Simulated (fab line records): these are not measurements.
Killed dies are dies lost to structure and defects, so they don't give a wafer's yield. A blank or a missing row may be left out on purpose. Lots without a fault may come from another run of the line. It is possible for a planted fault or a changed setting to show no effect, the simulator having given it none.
A struck lot beside a sound one	flow gf180mcu	17 out of 602 route steps
Sound: wafers L262.2, L262.4, L262.5. Struck: wafer L272.3. (L272.2, L272.5 of the same lot were not struck and are left out.) The cause comes at the end.
Order at every step that has rows: each side's tool, ch and its chambers, its first start. Under that, the readings that differ: sound wafers	struck wafers	difference of the means	sigmas: that difference in standard deviations of wafers without a fault.
alike: readings whose means differ by less than 2 such deviations, and words and numbers that are the same on both sides. not compared: withheld readings, readings that some wafer has no value for, bounds like >300 that may hide the same value, and numbers for which the record gives no deviation and whose values overlap.
Wherever a step has rows on one side only, a row that says differs or no value, or a row with sigmas, the two part there. When numbers do not overlap yet have no deviation, they are printed without sigmas and do not part them. Lack of a reading on every wafer of one side parts them only where that side has two or more wafers.

first, 2 steps without rows for these wafers: GF_CONTACT_PEB_12 (peb time 90 s); GF_CONTACT_DEVELOP_13 (develop time 60 s).
GF_CONTACT_CD_MEAS_14 targets a cd of 220 nm.
  sound on cd_sem-02, day 18 08:19; struck on cd_sem-01, day 21 23:28
  alike: cd_nm
GF_CONTACT_OVL_MEAS_15:
  sound on overlay-02, day 18 08:25; struck on overlay-02, day 21 23:34
  alike: CONTACT_OVL
GF_CONTACT_ETCH_16: etches BARC in N2/H2.
  sound on rie_diel-03 ch 0,1,2, day 18 08:27; struck on rie_diel-04 ch 0, day 21 23:36
reading	sound	struck	difference	sigmas
drypump_motor_current_A (A)	5.8 6.3 5.7	5.1	-0.8	-2
  alike: oes_product_au, throttle_valve_pct
GF_CONTACT_ETCH_17: etches SiO2 in C4F8/O2/Ar, stops on CoSi2, target depth 860 nm.
  sound: rie_diel-03 ch 0,1,2; struck: rie_diel-04 ch 0
  alike: oes_product_au
GF_CONTACT_STRIP_18: strips in O2/N2.
  sound on plasma_asher-01 ch 0,1, day 18 08:37; struck on plasma_asher-02 ch 1, day 21 23:46
  alike: drypump_motor_current_A, heater_power_w, oes_product_au
  not compared: rf_hours_counter_h
then, 4 steps without rows for these wafers: GF_CONTACT_CLEAN_19 (cleans in SPM); GF_CONTACT_CLEAN_20 (cleans in DIW); GF_CONTACT_CLEAN_21 (cleans in dHF, time 20 s); GF_CONTACT_SPUTTER_22 (material Ti, target thk 15 nm, time 80.02 s).
GF_CONTACT_SPUTTER_23: material TiN, target thk 10 nm, time 40 s.
  sound on pvd_sputter-02, day 18 08:59; struck on pvd_sputter-02, day 22 00:08
  alike: throttle_valve_pct
GF_CONTACT_CVD_24: deposits W, target thk 300 nm, time 90.339 s.
  sound on cvd_w-01 ch 1, day 18 09:01; struck on cvd_w-02 ch 0, day 22 00:10
reading	sound	struck	difference	sigmas
model.W_of_CONTACT_CVD_24.thk_nm (nm)	309.2 314.3 310.4	278.4	-32.9	
  alike: heater_power_w
  not compared: since_wet_clean_h
GF_CONTACT_RS_MEAS_25: uses a four-point probe to measure.
  sound on film_metro-04, day 18 09:08; struck on film_metro-03, day 22 00:17
reading	sound	struck	difference	sigmas
CONTACT_W_RS (ohm/sq)	0.370 0.365 0.370	0.411	+0.043	+6
GF_CONTACT_THK_MEAS_26: measures by xrf.
  sound on film_metro-04, day 18 09:15; struck on film_metro-03, day 22 00:23
reading	sound	struck	difference	sigmas
CONTACT_W_THK (nm)	314 322 317	283	-35	-6
GF_CONTACT_CMP_27: polishes, stops on SiO2, t overpolish 15 s, target thk 0 nm.
  sound on cmp-02 ch 1,2,3, day 18 09:24; struck on cmp-02 ch 0, day 22 00:29
  alike: motor_current_A
GF_PASSIVATION_PROBE_99:
  rows exist in the record for the sound wafers here (prober-01, day 30 19:40), none for the struck ones

## WHERE THEY PART
First at GF_CONTACT_ETCH_16; last, within this record, at GF_PASSIVATION_PROBE_99.

WHY: whatever the simulator had introduced
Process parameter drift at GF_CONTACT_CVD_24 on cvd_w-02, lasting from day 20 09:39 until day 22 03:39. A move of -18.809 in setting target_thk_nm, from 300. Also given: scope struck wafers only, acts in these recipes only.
